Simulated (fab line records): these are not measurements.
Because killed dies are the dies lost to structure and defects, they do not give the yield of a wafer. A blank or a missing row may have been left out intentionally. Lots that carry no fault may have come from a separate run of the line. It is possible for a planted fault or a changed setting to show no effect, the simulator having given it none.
Which of the tools did it? | flow gf180mcu | 13 lots, 39 wafers sampled, at 1 step of a route of 602

== WHAT THE GAUGES SHOWED, per wafer ==
GF_V4_CD_MEAS_14: the cd target is 260 nm.
lot  | measured     | on        | cd_nm (nm)
L201 | day 24 17:30 | cd_sem-01 | 260.0 259.1 259.2
L203 | day 26 09:48 | cd_sem-01 | 258.3 258.7 257.8
L205 | day 26 13:58 | cd_sem-02 | 259.1 261.1 259.0
L206 | day 26 19:51 | cd_sem-01 | 257.7 258.1 257.4
L209 | day 28 03:00 | cd_sem-01 | 261.5 261.7 262.4
L208 | day 28 04:59 | cd_sem-01 | 259.3 259.2 260.2
L211 | day 28 07:38 | cd_sem-02 | 262.6 264.3 262.3
L210 | day 28 08:55 | cd_sem-01 | 260.8 259.8 260.2
L212 | day 28 12:11 | cd_sem-01 | 260.7 260.4 260.5
L214 | day 29 06:33 | cd_sem-01 | 259.8 260.2 258.8
L221 | day 31 04:00 | cd_sem-02 | 262.0 261.5 261.9
L222 | day 31 11:08 | cd_sem-01 | 262.1 263.5 263.8
L223 | day 31 16:36 | cd_sem-02 | 259.0 258.5 257.6

== TOOL THAT RAN EACH LOT (tool first, then ch and the chambers of the sampled wafers, then the start) ==
There is no process step in the record ahead of these readings.

== AS READ BY THE TOOLS THEMSELVES (means over the sampled wafers that have a number; for cases with no such wafer, the mark the record gives instead) ==
The record holds no such reading with a usual standard deviation.

== THE ANSWER, worked out from the rows above alone ==
Rule: what is usual is taken from the lots themselves. Put in order of their means at a reading, lots are off if they are a third of the lots or fewer, leave a main group of 4 or more, and stand apart from it by a gap of 3 or more times the standard deviation of the main group's means; of several such gaps the widest counts. A main group is skipped when, at the precision printed for the reading in the tables above, its means are all equal. A lot without any number at a reading at which 4 lots or more have one is off too. Any other lot the step has rows for is counted as sound. The gauges are gone through in route order, then the tools' own readings, and for those a lot's mean is taken as printed above. The first step at which some lot is off is used, and at that step the reading that is off furthest; a lot without a number counts as furthest.
Nothing can be told from this: no lot is off at any reading shown.

== WHAT WAS PUT IN BY THE SIMULATOR ==
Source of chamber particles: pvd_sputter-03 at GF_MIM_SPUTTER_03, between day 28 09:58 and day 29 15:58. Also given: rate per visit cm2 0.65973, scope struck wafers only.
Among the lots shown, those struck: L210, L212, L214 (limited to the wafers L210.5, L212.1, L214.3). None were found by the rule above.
